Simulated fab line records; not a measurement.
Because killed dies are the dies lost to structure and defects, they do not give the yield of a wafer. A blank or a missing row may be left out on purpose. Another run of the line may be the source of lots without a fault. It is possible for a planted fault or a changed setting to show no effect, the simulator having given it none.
8D (eight disciplines) problem report, filled in by code -- flow sky130 -- the parts of the form that need people (team, actions taken, sign-off) are left out

## 1. WHAT IS WRONG
Wafers without a fault read 169.6 nm, standard deviation 1.5; cd nm at SKY_LOCAL_INTERCONNECT_CD_MEAS_11 reads a mean of 115.7 nm on 2 wafers belonging to 2 lots. Measured from the usual mean, that is -36 standard deviations.
The step: target cd 170 nm.
First seen on wafer L587.5, day 35 05:37, on cd sem-02. The record holds 39 wafers of 13 lots with a number at this step. The rule behind "out" and "out of limits": a value lying over 4 standard deviations away from the usual mean. All remaining wafers that have a number are taken as sound.

## 2. WHAT THIS IS AND IS NOT
question,is,is not
which readings at this step,cd nm,-
which lots,"L587, L589","L576, L577, L578, L579, L580, L581, L582, L583, L584, L596, L597"
which wafers of those lots,"L587.5, L589.6","L587.2, L587.4, L589.2, L589.3"
read on which gauges,cd sem-02,cd sem-01
when,from day 35 05:37,"up to then (29 sound wafers); but 8 sound wafers of L589, L596, L597 came after"

## 3. THE SUSPECTS, EACH WITH WHAT RULES IT OUT
Counting: if a tool at a process step up to the reading ran every lot that is out, it stays a suspect. Sound lots after the first of them don't rule it out here, since some wafers of a struck lot are sound.
- the gauge at SKY_LOCAL_INTERCONNECT_CD_MEAS_11: ruled out. All the wafers that are out were read on cd sem-02, but those of them that SKY_PAD_OPEN_PROBE_99 has rows for are out there too, on other tools.
- krf scanner-02 at SKY_LOCAL_INTERCONNECT_EXPOSE_08 (exposes mask LI1M, target cd 170 nm): kept. Ran every lot that is out, first one L587 (day 34 16:11); last sound lot up to then L584 (day 33 02:13).
After counting, what remains is krf scanner-02 at SKY_LOCAL_INTERCONNECT_EXPOSE_08.

## 4. THE CAUSE (what the simulator had put in)
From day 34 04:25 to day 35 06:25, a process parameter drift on krf scanner-02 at SKY_LOCAL_INTERCONNECT_EXPOSE_08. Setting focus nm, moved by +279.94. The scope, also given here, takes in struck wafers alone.
Only this tool survived the counting.

## 5. SEQUENCE OF EFFECTS, ordered by route
Rows list readings where the struck wafers' mean (over those with a number) sits beyond 3 standard deviations from the usual. Only readings whose record carries a usual standard deviation are examined. hours: median over the lots of the time between each lot's start at the first step of this table that gives one and its start at this step. sigmas: the change, counted in usual standard deviations.
hours,step,reading,usual,on struck wafers,change,sigmas
0,SKY_LOCAL_INTERCONNECT_CD_MEAS_11,cd nm,169.6 nm,115.7,-53.9,-36
339,SKY_PAD_OPEN_PROBE_99,killed at contacts,25,418,+394,+77
339,SKY_PAD_OPEN_PROBE_99,killed dies,87,492,+405,+43
339,SKY_PAD_OPEN_PROBE_99,killed on rim,17,96,+79,+20
Process steps it contains:
- SKY_PAD_OPEN_PROBE_99

## 6. HOW IT WOULD HAVE BEEN CAUGHT EARLIER
In this record the first reading out of limits at a measuring or inspecting step was taken at day 35 05:37, 25 hours after the fault began at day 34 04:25.
By day 35 05:37 the whole set of lots that are out, 2 in number, had already begun SKY_LOCAL_INTERCONNECT_EXPOSE_08 on krf scanner-02. Had the tool been put on hold then, not one of them would have been saved.
